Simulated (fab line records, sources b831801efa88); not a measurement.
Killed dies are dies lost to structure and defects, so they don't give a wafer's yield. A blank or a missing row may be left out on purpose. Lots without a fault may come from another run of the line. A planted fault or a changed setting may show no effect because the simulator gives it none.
fab line records | flow sky130
record lots=7 wafers=19 last_day=49
route steps=708 shown CONTACT@418 METAL1@434 PAD_OPEN@708
lots that met no fault: from a run of the same line without faults
start_h: hours from the record's first day to the start of the lot's first wafer shown | wait_h: hours since the lot's step before | " the same as in the row above | L1.1+2: a row that stands for several wafers | - no value, or no start given | * or withheld: withheld | < > ~ a bound
route shown NAME@n: a module of which the file shows steps, and the number in the route of the first | usual: mean/standard deviation of fault-free wafers | same: alike in all rows | chamber/n: place in a boat | sites: the reading at each site | _std_site: their standard deviation | _edge_site: outer sites' mean less inner sites' | radius_mm: how far each site lies from the wafer's centre | mask NAME#n: copy n | behind: the tool/chamber that last shaped the wafer | hold: why the lot was held/for how many hours/how that ended | device: the transistor (n, p or np) that didn't switch | end of line: the same wafers' tests at the end of the route | a step without rows: its recipe alone | killed: dies lost to structure and defects at the first sort, not the wafer's yield | map: a wafer's dies, x killed, . not, _ none there
set.NAME: the setting as run; set.NAME@STEP: as run at that earlier step | model.NAME: the simulator's own value behind a step, which no gauge read
lots at some steps of the route; a table a step, a row a wafer
services: from which hour (start_h, from the record's first day; less than 0 if before it) a tool's chamber was out of use, for how many hours, and why
## steps
# step SKY_CONTACT_PEB_12
# recipe peb_temp_c=withheld peb_time_s=withheld resist=KrF-thick
# step SKY_CONTACT_DEVELOP_13
# recipe develop_time_s=60 resist=KrF-thick dev_temp_c=21
# step SKY_CONTACT_CD_MEAS_14
# recipe target_cd_nm=170
# usual cd_nm=170.0/1.7
# columns lot.wafer tool chamber start_h wait_h cd_nm
L704.2 cd_sem-02 - 756.34 - 169.3
L704.3 " - " " 168.7
L704.6 " - " " 169.2
L709.2 cd_sem-01 - 794.05 - 168.2
L709.3 " - " " 168.0
L709.6 " - " " 168.6
L711.1 cd_sem-01 - 809.67 - 166.9
L711.5 " - " " 168.2
L711.6 " - " " 166.5
L712.3 cd_sem-01 - 820.07 - 170.4
L712.5 " - " " 170.6
L713.1 cd_sem-02 - 830.46 - 168.9
L713.4 " - " " 169.4
L721.3 cd_sem-01 - 881.60 - 171.4
L721.4 " - " " 171.9
L721.6 " - " " 173.1
L722.1 cd_sem-02 - 890.09 - 170.3
L722.5 " - " " 170.8
L722.6 " - " " 169.7
# step SKY_CONTACT_OVL_MEAS_15
# usual CONTACT_OVL=0/5.6
# columns lot.wafer tool chamber start_h wait_h CONTACT_OVL[nm]
L704.2 overlay-01 - 756.45 0.1 5
L704.3 " - " " 5
L704.6 " - " " 3
L709.2 overlay-02 - 794.16 0.1 -1
L709.3 " - " " -2
L709.6 " - " " -1
L711.1 overlay-02 - 809.79 0.1 16
L711.5 " - " " 10
L711.6 " - " " 11
L712.3 overlay-02 - 820.17 0.1 -4
L712.5 " - " " -2
L713.1 overlay-01 - 830.58 0.1 -1
L713.4 " - " " 1
L721.3 overlay-01 - 881.69 0.1 -1
L721.4 " - " " 1
L721.6 " - " " 6
L722.1 overlay-01 - 890.21 0.1 -6
L722.5 " - " " -6
L722.6 " - " " -2
# step SKY_CONTACT_ETCH_16
# recipe chemistry=N2/H2 target=BARC ion_energy_ev=200 source_w=500 bias_w=100 pressure_mtorr=30 n2_flow_sccm=100 h2_flow_sccm=200 stop_on=SiO2 time_s=45.9 target_depth_a=600
# usual drypump_motor_current_A=5.8/0.49 n2_flow_sccm=100.0/0.32 oes_product_au=0.855/0.0047 throttle_valve_pct=13.224/0.0092
# columns lot.wafer tool chamber start_h wait_h drypump_motor_current_A n2_flow_sccm oes_product_au rf_hours_counter_h throttle_valve_pct
L704.2 rie_diel-01 1 756.48 0.0 6.2 99.6 0.859 6 13.241
L704.3 " 3 " " 5.7 99.7 0.855 10 13.232
L704.6 " 3 " " 5.7 99.9 0.862 - 13.234
L709.2 rie_diel-03 1 794.19 0.0 6.3 100.0 0.857 5 13.228
L709.3 " 2 " " 4.8 100.4 0.861 13 13.225
L709.6 " 2 " " 4.8 100.1 0.859 - 13.232
L711.1 rie_diel-04 1 809.83 0.0 5.6 99.9 0.858 15 13.240
L711.5 " 1 " " 5.7 100.0 0.860 - 13.240
L711.6 " 0 " " 6.3 99.5 0.857 - 13.213
L712.3 rie_diel-03 0 820.19 0.0 5.7 100.0 0.860 13 13.222
L712.5 " 3 " " 6.0 100.7 0.852 - 13.239
L713.1 rie_diel-01 0 830.62 0.0 5.7 100.1 0.860 4 13.218
L713.4 " 2 " " 6.3 100.2 0.851 5 13.232
L721.3 rie_diel-01 2 881.72 0.0 6.3 100.1 0.857 7 13.217
L721.4 " 0 " " 5.7 100.6 0.853 6 13.213
L721.6 " 0 " " 5.7 100.6 0.851 - 13.224
L722.1 rie_diel-01 2 890.24 0.0 6.3 100.3 0.854 7 13.238
L722.5 " 1 " " 6.2 100.8 0.854 - 13.219
L722.6 " 2 " " 6.3 99.7 0.860 - 13.233
# step SKY_CONTACT_ETCH_17
# recipe target=SiO2 chemistry=C4F8/O2/Ar stop_on=Si3N4 mask_material=KrF-thick source_w=1500 bias_w=1200 pressure_mtorr=40 c4f8_flow_sccm=withheld O2_flow_sccm=6 Ar_flow_sccm=300 time_s=withheld target_depth_a=3400
# step SKY_CONTACT_ETCH_18
# recipe target=Si3N4 chemistry=CHF3/O2 stop_on=TiN source_w=600 bias_w=200 pressure_mtorr=40 chf3_flow_sccm=50 O2_flow_sccm=5 time_s=39 target_depth_a=750
# usual drypump_motor_current_A=5.8/0.49 oes_product_au=0.858/0.0076 throttle_valve_pct=8.794/0.0092
# columns lot.wafer tool chamber start_h wait_h drypump_motor_current_A oes_product_au rf_hours_counter_h throttle_valve_pct
L704.2 rie_diel-01 1 - - 6.2 0.851 6 8.796
L704.3 " 3 " " 5.7 0.852 10 8.793
L704.6 " 3 " " 5.7 0.855 - 8.805
L709.2 rie_diel-03 1 - - 6.3 0.848 6 8.783
L709.3 " 2 " " 4.8 0.854 13 8.800
L709.6 " 2 " " 4.8 0.861 - 8.796
L711.1 rie_diel-04 1 - - 5.6 0.840 15 8.775
L711.5 " 1 " " 5.6 0.858 - 8.805
L711.6 " 0 " " 6.3 0.873 - 8.797
L712.3 rie_diel-03 0 - - 5.6 0.858 14 8.785
L712.5 " 3 " " 6.0 0.866 - 8.802
L713.1 rie_diel-01 0 - - 5.7 0.849 4 8.789
L713.4 " 2 " " 6.3 0.854 5 8.796
L721.3 rie_diel-01 2 - - 6.3 0.844 7 8.788
L721.4 " 0 " " 5.7 0.851 6 8.797
L721.6 " 0 " " 5.7 0.860 - 8.809
L722.1 rie_diel-01 2 - - 6.3 0.853 7 8.805
L722.5 " 1 " " 6.2 0.859 - 8.800
L722.6 " 2 " " 6.3 0.859 - 8.784
# step SKY_CONTACT_STRIP_19
# recipe chemistry=O2/N2 power_w=1400 pressure_mtorr=1500 platen_temp_c=withheld o2_flow_sccm=3000 n2_flow_sccm=300 overash_fraction=0.5
# usual drypump_motor_current_A=5.7/0.42 n2_flow_sccm=299.9/0.8 oes_product_au=0.380/0.0048 strip_time_to_endpoint_s=3.62/0.037
# columns lot.wafer tool chamber start_h wait_h drypump_motor_current_A n2_flow_sccm oes_product_au rf_hours_counter_h strip_time_to_endpoint_s
L704.2 plasma_asher-01 0 756.61 - 5.9 300.0 0.377 65 3.55
L704.3 " 1 " " 5.9 299.7 0.375 - 3.59
L704.6 " 0 " " 6.0 301.2 0.381 - 3.56
L709.2 plasma_asher-04 0 794.32 - 4.8 301.3 0.383 5 3.65
L709.3 " 1 " " 5.9 299.9 0.375 - 3.64
L709.6 " 0 " " 4.8 300.1 0.381 - 3.65
L711.1 plasma_asher-01 1 809.96 - 5.9 299.0 0.381 70 3.66
L711.5 " 0 " " 5.9 298.5 0.369 - 3.65
L711.6 " 1 " " 5.9 298.5 0.378 - 3.59
L712.3 plasma_asher-02 1 820.36 - 5.6 298.4 0.376 - 3.58
L712.5 " 1 " " 5.6 300.7 0.378 - 3.60
L713.1 plasma_asher-04 0 830.75 - 4.8 299.8 0.376 9 3.60
L713.4 " 0 " " 4.8 299.5 0.382 - 3.62
L721.3 plasma_asher-01 0 881.88 - 6.0 299.4 0.375 - 3.61
L721.4 " 1 " " 5.9 300.4 0.381 - 3.62
L721.6 " 0 " " 6.0 300.6 0.378 - 3.63
L722.1 plasma_asher-04 1 890.37 - 5.9 300.6 0.380 15 3.69
L722.5 " 1 " " 5.9 299.5 0.387 - 3.59
L722.6 " 0 " " 4.8 300.9 0.385 - 3.64
# step SKY_CONTACT_STRIP_20
# recipe chemistry=post_etch_residue_remover time_s=1200 temp_c=72.5
# step SKY_CONTACT_CLEAN_21
# recipe chemistry=IPA time_s=180 temp_c=25
# step SKY_CONTACT_CLEAN_22
# recipe chemistry=O3/DIW dry=n2_spin
# step SKY_CONTACT_SPUTTER_23
# recipe material=TiN target_thk_nm=20 chamber_pressure_pa=5 power_w=4000 time_s=80
# usual throttle_valve_pct=30.1/1.1
# columns lot.wafer tool chamber start_h wait_h throttle_valve_pct
L704.2 pvd_sputter-02 - 757.20 0.0 29.7
L704.3 " - " " 29.8
L704.6 " - " " 31.9
L709.2 pvd_sputter-03 - 794.95 0.0 29.5
L709.3 " - " " 29.5
L709.6 " - " " 29.4
L711.1 pvd_sputter-04 - 810.56 0.0 30.7
L711.5 " - " " 30.1
L711.6 " - " " 32.1
L712.3 pvd_sputter-03 - 821.03 0.0 28.3
L712.5 " - " " 28.5
L713.1 pvd_sputter-02 - 831.36 0.0 29.5
L713.4 " - " " 29.5
L721.3 pvd_sputter-04 - 882.78 0.0 32.0
L721.4 " - " " 30.2
L721.6 " - " " 30.9
L722.1 pvd_sputter-02 - 890.97 0.0 29.4
L722.5 " - " " 29.4
L722.6 " - " " 29.4
# step SKY_CONTACT_CVD_24
# recipe material=W target_thk_nm=340 time_s=102.12 temp_c=400 pressure_torr=40
# usual heater_power_w=834/53
# columns lot.wafer tool chamber start_h wait_h heater_power_w model.W_of_CONTACT_CVD_24.thk_nm
L704.2 cvd_w-01 0 757.26 0.0 764 335.3
L704.3 " 1 " " 896 339.6
L704.6 " 1 " " 889 337.9
L709.2 cvd_w-02 1 795.01 0.0 867 338.2
L709.3 " 0 " " 841 342.1
L709.6 " 0 " " 832 340.5
L711.1 cvd_w-02 1 810.62 0.0 845 213.2
L711.5 " 0 " " 831 215.1
L711.6 " 1 " " 831 339.2
L712.3 cvd_w-02 1 821.13 0.1 849 342.2
L712.5 " 0 " " 867 210.8
L713.1 cvd_w-02 1 831.42 0.0 823 211.6
L713.4 " 1 " " 871 345.3
L721.3 cvd_w-01 0 882.88 0.1 757 336.5
L721.4 " 1 " " 919 339.2
L721.6 " 0 " " 760 336.4
L722.1 cvd_w-01 0 891.03 0.0 743 343.1
L722.5 " 1 " " 941 342.5
L722.6 " 0 " " 753 337.4
# step SKY_CONTACT_RS_MEAS_25
# recipe thk_meas_gauge=four-point-probe reads=W_of_CONTACT_CVD_24+TiN_of_CONTACT_SPUTTER_23
# usual CONTACT_W_RS=0.337/0.0033
# columns lot.wafer tool chamber start_h wait_h hold CONTACT_W_RS[ohm/sq]
L704.2 film_metro-04 - 757.39 0.1 - 0.343
L704.3 " - " " - 0.339
L704.6 " - " " - 0.340
L709.2 film_metro-04 - 795.15 0.1 - 0.339
L709.3 " - " " - 0.336
L709.6 " - " " - 0.337
L711.1 film_metro-04 - 810.73 0.1 await_dispo/0.2h/release 0.543
L711.5 " - " " await_dispo/0.2h/release 0.537
L711.6 " - " " await_dispo/0.2h/release 0.338
L711.1 film_metro-04 - 811.01 0.3 - 0.543
L711.5 " - " " - 0.537
L711.6 " - " " - 0.338
L712.3 film_metro-01 - 821.24 0.1 await_dispo/0.2h/release 0.336
L712.5 " - " " await_dispo/0.2h/release 0.550
L712.3 film_metro-01 - 821.53 0.3 - 0.336
L712.5 " - " " - 0.549
L713.1 film_metro-02 - 831.53 0.1 await_dispo/0.2h/release 0.546
L713.4 " - " " await_dispo/0.2h/release 0.332
L713.1 film_metro-02 - 832.43 0.9 - 0.546
L713.4 " - " " - 0.332
L721.3 film_metro-01 - 882.99 0.1 - 0.342
L721.4 " - " " - 0.339
L721.6 " - " " - 0.341
L722.1 film_metro-04 - 891.14 0.1 - 0.335
L722.5 " - " " - 0.335
L722.6 " - " " - 0.340
# step SKY_CONTACT_THK_MEAS_26
# recipe thk_meas_gauge=xrf reads=W_of_CONTACT_CVD_24
# usual CONTACT_W_THK=333/3.7
# columns lot.wafer tool chamber start_h wait_h hold CONTACT_W_THK[nm]
L704.2 film_metro-04 - 757.50 0.1 - 327
L704.3 " - " " - 333
L704.6 " - " " - 329
L709.2 film_metro-04 - 795.26 0.1 - 329
L709.3 " - " " - 332
L709.6 " - " " - 332
L711.1 film_metro-04 - 813.78 2.7 await_dispo/0.2h/release 209
L711.5 " - " " await_dispo/0.2h/release 210
L711.6 " - " " await_dispo/0.2h/release 330
L711.1 film_metro-04 - 814.01 0.2 - 208
L711.5 " - " " - 210
L711.6 " - " " - 330
L712.3 film_metro-01 - 828.30 6.8 await_dispo/0.2h/release 338
L712.5 " - " " await_dispo/0.2h/release 209
L712.3 film_metro-01 - 828.53 0.2 - 338
L712.5 " - " " - 210
L713.1 film_metro-02 - 834.48 2.0 await_dispo/0.2h/release 208
L713.4 " - " " await_dispo/0.2h/release 335
L713.1 film_metro-02 - 834.72 0.2 - 207
L713.4 " - " " - 337
L721.3 film_metro-01 - 883.09 0.1 - 333
L721.4 " - " " - 332
L721.6 " - " " - 331
L722.1 film_metro-04 - 891.26 0.1 - 334
L722.5 " - " " - 333
L722.6 " - " " - 328
# step SKY_CONTACT_CMP_27
# recipe stop_on=SiO2 t_overpolish_s=15 down_force_psi=3.5 platen_rpm=60 target_thk_nm=0 pad_velocity_m_s=0.94248
# usual motor_current_A=11.7/1.2 platen_rpm=60.00/0.044 retaining_ring_pressure_frac=1.000/0.0048 time_to_endpoint_s=82.5/2.9
# columns lot.wafer tool chamber start_h wait_h hold motor_current_A platen_rpm retaining_ring_pressure_frac time_to_endpoint_s
L704.2 cmp-02 0 757.60 0.1 - 10.4 60.05 1.005 80.6
L704.3 " 1 " " - 10.8 60.06 1.001 87.1
L704.6 " 0 " " - 9.8 59.97 0.995 81.1
L709.3 cmp-02 1 795.31 0.0 - 11.8 60.05 1.000 80.7
L709.2 " 3 " " - 11.5 60.00 0.995 81.3
L709.6 " 1 " " - 11.6 60.07 0.997 79.0
L711.1 cmp-02 3 815.91 1.9 await_dispo/1.7h/release 11.0 60.03 0.997 51.7
L711.5 " 1 " " await_dispo/1.7h/release 10.9 60.01 0.998 51.1
L711.6 " 2 " " await_dispo/1.7h/release 13.3 59.98 0.995 79.5
L712.3 cmp-02 2 830.76 2.2 await_dispo/2.2h/release 13.5 59.96 1.000 78.9
L712.5 " 2 " " await_dispo/2.2h/release 12.5 59.94 1.004 46.6
L713.4 cmp-01 2 839.13 4.4 await_dispo/3.8h/release 13.2 59.96 1.004 82.0
L713.1 " 3 " " await_dispo/3.8h/release 10.3 60.02 0.995 49.9
L721.4 cmp-02 0 883.13 0.0 - 10.4 59.93 1.000 79.2
L721.3 " 2 " " - 12.8 59.97 1.003 82.5
L721.6 " 0 " " - 10.5 60.02 0.998 81.9
L722.1 cmp-01 2 891.51 0.2 - 13.8 59.93 0.993 85.2
L722.5 " 3 " " - 11.3 59.98 1.007 82.8
L722.6 " 0 " " - 11.6 59.99 0.999 89.4
# step SKY_METAL1_SPUTTER_00
# recipe material=Ti target_thk_nm=15 power_w=3000 time_s=10 chamber_pressure_pa=0.4
# usual throttle_valve_pct=30.4/0.94
# columns lot.wafer tool chamber start_h wait_h throttle_valve_pct
L704.2 pvd_sputter-04 - 757.85 0.2 30.1
L704.3 " - " " 30.9
L704.6 " - " " 29.8
L709.2 pvd_sputter-02 - 795.61 0.1 29.5
L709.3 " - " " 29.6
L709.6 " - " " 29.4
L711.1 pvd_sputter-02 - 816.11 0.1 29.2
L711.5 " - " " 29.6
L711.6 " - " " 31.9
L712.3 pvd_sputter-04 - 831.06 0.2 30.0
L712.5 " - " " 30.9
L713.1 pvd_sputter-01 - 839.43 0.2 31.6
L713.4 " - " " 29.9
L721.3 pvd_sputter-02 - 883.43 0.1 29.5
L721.4 " - " " 29.8
L721.6 " - " " 29.2
L722.1 pvd_sputter-02 - 891.66 0.1 29.9
L722.5 " - " " 32.0
L722.6 " - " " 29.8
# step SKY_PAD_OPEN_PROBE_99
# usual killed_at_M0_to_M3=43/6.4 killed_at_M4_up=2.8/1.7 killed_at_contacts=24/5.5 killed_at_front_end=15/4 killed_at_other=0.3/0.54 killed_dies=86/9.1 killed_open=47/6.6 killed_short=39/6.2
# same gross_dies=492 killed_at_back_side=0
# columns lot.wafer tool chamber start_h wait_h killed_at_M0_to_M3 killed_at_M4_up killed_at_contacts killed_at_front_end killed_at_other killed_dies killed_open killed_short
L704.2 prober-01 - 1092.20 0.1 49 4 33 13 0 99 46 53
L704.3 prober-01 - 1092.25 0.2 41 2 25 19 0 87 37 50
L704.6 prober-01 - 1092.40 0.2 36 5 21 12 1 75 45 30
L709.2 prober-02 - 1123.69 0.1 38 6 18 18 0 80 48 32
L709.3 prober-02 - 1123.74 0.2 50 6 26 11 0 93 58 35
L709.6 prober-02 - 1123.89 0.2 46 4 18 20 0 88 50 38
L721.3 prober-02 - 1183.49 0.2 47 1 24 20 3 95 42 53
L721.4 prober-02 - 1183.54 0.2 43 5 28 12 0 88 50 38
L721.6 prober-02 - 1183.64 0.2 58 2 15 17 0 92 47 45
# killed by level:class
L704.2 METAL1:geometric_particle:short=11 CONTACT:geometric_particle:short=10 LI_CONTACT:geometric_particle:open=9 VIA1:geometric_particle:open=9 CONTACT:geometric_particle:open=8 VIA1:geometric_particle:short=7 LOCAL_INTERCONNECT:geometric_particle:short=5 VIA2:geometric_particle:open=5
L704.3 METAL1:geometric_particle:short=8 VIA3:geometric_particle:open=6 LI_CONTACT:geometric_particle:open=6 CONTACT:geometric_particle:short=6 CONTACT:geometric_particle:open=6 VIA1:geometric_particle:open=6 FIELD_ISO:geometric_particle:short=5 POLY_GATE:geometric_particle:short=5
L704.6 CONTACT:geometric_particle:open=9 VIA1:geometric_particle:open=8 VIA2:geometric_particle:open=7 VIA3:geometric_particle:open=6 LI_CONTACT:geometric_particle:open=5 METAL1:geometric_particle:short=4 METAL4:geometric_particle:short=4 FIELD_ISO:geometric_particle:short=3
L709.2 CONTACT:geometric_particle:open=10 VIA2:geometric_particle:open=7 VIA1:geometric_particle:open=7 FIELD_ISO:geometric_particle:open=6 METAL2:geometric_particle:short=6 LI_CONTACT:geometric_particle:open=5 METAL4:geometric_particle:short=5 POLY_GATE:geometric_particle:short=4
L709.3 LI_CONTACT:geometric_particle:open=16 VIA1:geometric_particle:open=12 VIA2:geometric_particle:open=11 CONTACT:geometric_particle:open=5 METAL1:geometric_particle:short=5 VIA1:geometric_particle:short=5 METAL2:geometric_particle:short=5 FIELD_ISO:geometric_particle:short=4
L709.6 VIA1:geometric_particle:open=8 VIA3:geometric_particle:open=7 FIELD_ISO:geometric_particle:short=6 VIA2:geometric_particle:open=6 FIELD_ISO:geometric_particle:open=5 CONTACT:geometric_particle:open=5 METAL2:geometric_particle:short=5 POLY_GATE:geometric_particle:open=4
L721.3 VIA1:geometric_particle:open=10 METAL2:geometric_particle:short=8 FIELD_ISO:geometric_particle:short=7 FIELD_ISO:geometric_particle:open=7 LI_CONTACT:geometric_particle:open=7 METAL3:geometric_particle:short=6 VIA2:geometric_particle:short=5 LI_CONTACT:geometric_particle:short=4
L721.4 VIA1:geometric_particle:open=13 LI_CONTACT:geometric_particle:open=12 CONTACT:geometric_particle:open=7 VIA1:geometric_particle:short=6 METAL2:geometric_particle:short=6 VIA2:geometric_particle:open=6 LOCAL_INTERCONNECT:geometric_particle:short=5 METAL1:geometric_particle:short=4
L721.6 VIA1:geometric_particle:open=18 VIA2:geometric_particle:short=7 VIA2:geometric_particle:open=7 VIA3:geometric_particle:short=7 LI_CONTACT:geometric_particle:short=6 VIA3:geometric_particle:open=6 FIELD_ISO:geometric_particle:short=4 POLY_GATE:geometric_particle:short=4
## services
# columns tool chamber start_h hours kind
cmp-01 - 733.13 6.6 repair
plasma_asher-04 - 733.75 9.0 pm
cmp-01 - 742.89 5.5 pm
cmp-02 - 750.62 4.0 pm
plasma_asher-02 - 754.93 8.8 repair
rie_diel-01 3 760.04 3.0 repair
pvd_sputter-02 - 770.12 0.5 repair
pvd_sputter-03 - 781.00 3.0 repair
cmp-01 - 801.21 0.7 repair
cmp-02 - 801.94 3.8 pm
cmp-02 - 808.34 0.3 repair
cvd_w-01 0 808.64 6.7 repair
rie_diel-01 - 810.39 0.5 repair
plasma_asher-04 - 810.80 2.8 pm
plasma_asher-02 - 835.28 1.9 repair
cmp-01 - 836.15 2.3 repair
rie_diel-01 2 843.48 1.4 repair
cmp-02 - 856.34 0.8 repair
cvd_w-02 1 864.17 7.4 repair
pvd_sputter-01 - 877.67 0.8 repair
cmp-02 - 879.96 1.3 repair
cmp-01 - 881.02 5.1 repair
rie_diel-01 3 886.44 6.0 repair
cmp-02 - 890.57 10.9 pm
## key
first_sign step=SKY_CONTACT_RS_MEAS_25 reading=visit direction=added
effect step=SKY_CONTACT_RS_MEAS_25 reading=CONTACT_W_RS direction=up sigmas=63 usual=0.337 struck=0.544
effect step=SKY_CONTACT_THK_MEAS_26 reading=visit direction=added
effect step=SKY_CONTACT_THK_MEAS_26 reading=CONTACT_W_THK direction=down sigmas=34 usual=333 struck=209
effect step=SKY_CONTACT_CMP_27 reading=time_to_endpoint_s direction=down sigmas=11 usual=* struck=*
model_effect step=SKY_CONTACT_CVD_24 value=W_of_CONTACT_CVD_24.thk_nm without=342.5 struck=212.6
met_at SKY_CONTACT_CVD_24
struck_wafers L711.1,L711.5,L712.5,L713.1
tester_left_out L711,L712,L713
onset_between 795.01 810.62
fault kind=process_parameter_drift tool=cvd_w-02 chamber=- onset_h=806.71 steps=SKY_CONTACT_CVD_24 channel=target_thk_nm offset=-129.82 shape=step end_h=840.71 scope=struck_wafers_only acts_in=these_recipes_only stated=340
# tester_left_out: of these lots the tester's yield and bins aren't shown, on N5 and GAA mostly nor the transistor test; their killed dies are dies lost to structure and defects alone, not to doping, threshold or leakage, so they don't give the yield
